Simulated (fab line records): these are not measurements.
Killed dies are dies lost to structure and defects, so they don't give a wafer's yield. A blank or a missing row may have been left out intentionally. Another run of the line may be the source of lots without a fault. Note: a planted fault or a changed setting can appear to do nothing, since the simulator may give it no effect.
8D (eight disciplines) problem report, filled in by code	flow sky130	the parts of the form that need people (team, actions taken, sign-off) are left out

== 1. PROBLEM STATEMENT ==
Wafers with no fault read 3000.0 W with a standard deviation of 0.61, whereas cathodeDcPowerW at SKY_METAL5_SPUTTER_03 reads a mean of 2881.1 W on 1 wafer of 1 lot. So: -99 or more standard deviations from the usual mean.
The step: material Ti, target thk 5 nm, time 3.3 s.
First observed at day 46 05:02: wafer L430.3, on pvdSputter-02. Wafers with a number at this step in the record: 39, from 13 lots. The rule behind "out" and "out of limits": a value lying over 4 standard deviations away from the usual mean. The rest of the wafers with a number are treated as sound.

== 2. WHAT IT IS; WHAT IT IS NOT ==
question	is	is not
which readings at this step	cathodeDcPowerW	throttleValvePct
which lots	L430	L416, L417, L420, L422, L423, L424, L426, L432, L433, L434, L435, L437
which wafers of those lots	L430.3	L430.2, L430.6
read on which tools	pvdSputter-02	pvdSputter-01, pvdSputter-04
when	from day 46 05:02	up to then (23 sound wafers); but 15 sound wafers of L432, L433, L434, L435, L437 came after

== 3. THE SUSPECTS, EACH WITH WHAT RULES IT OUT ==
Counting: if a tool at a process step up to the reading ran every lot that is out, it stays a suspect. Sound lots after the first of them don't rule it out here, since some wafers of a struck lot are sound.
- plasmaAsher-02 at SKY_FIELD_ISO_STRIP_16 (strips in O2/N2): kept. The lot that is out, L430, ran on it at day 5 04:13; the last sound lot it ran before that was L424, at day 3 23:22.
- pvdSputter-02 at SKY_METAL5_SPUTTER_03 (material Ti, target thk 5 nm, time 3.3 s): kept. The lot that is out, L430, ran on it at day 46 05:02; the last sound lot it ran before that was L426, at day 45 15:38. Its own cathodeDcPowerW readings are out on those wafers.
What counting leaves: plasmaAsher-02 at SKY_FIELD_ISO_STRIP_16 and pvdSputter-02 at SKY_METAL5_SPUTTER_03.

== 4. THE CAUSE (what the simulator had put in) ==
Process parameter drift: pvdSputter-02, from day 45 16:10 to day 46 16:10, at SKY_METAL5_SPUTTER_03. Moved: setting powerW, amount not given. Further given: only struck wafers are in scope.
After counting, 2 suspects remain, this tool included.

== 5. THE CHAIN OF EFFECTS, in route order ==
Each row: a reading where the mean over the struck wafers with a number is more than 3 standard deviations away from the usual. Scope: only readings with a usual standard deviation given in the record; hours: median across lots of the time from each lot's start at the first step in this table that gives one to its start at this step; sigmas: change in usual standard deviations.
hours	step	reading	usual	on struck wafers	change	sigmas
0	SKY_METAL5_SPUTTER_03	cathodeDcPowerW	3000.0 W	2881.1	-118.9	-99 or more
Here are the process steps it includes:
- SKY_METAL5_SPUTTER_03: material Ti, target thk 5 nm, time 3.3 s.

== 6. WHAT WOULD HAVE CAUGHT IT SOONER ==
The fault began at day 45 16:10; the first out-of-limits reading in this record came at day 46 05:02, 13 hours later.
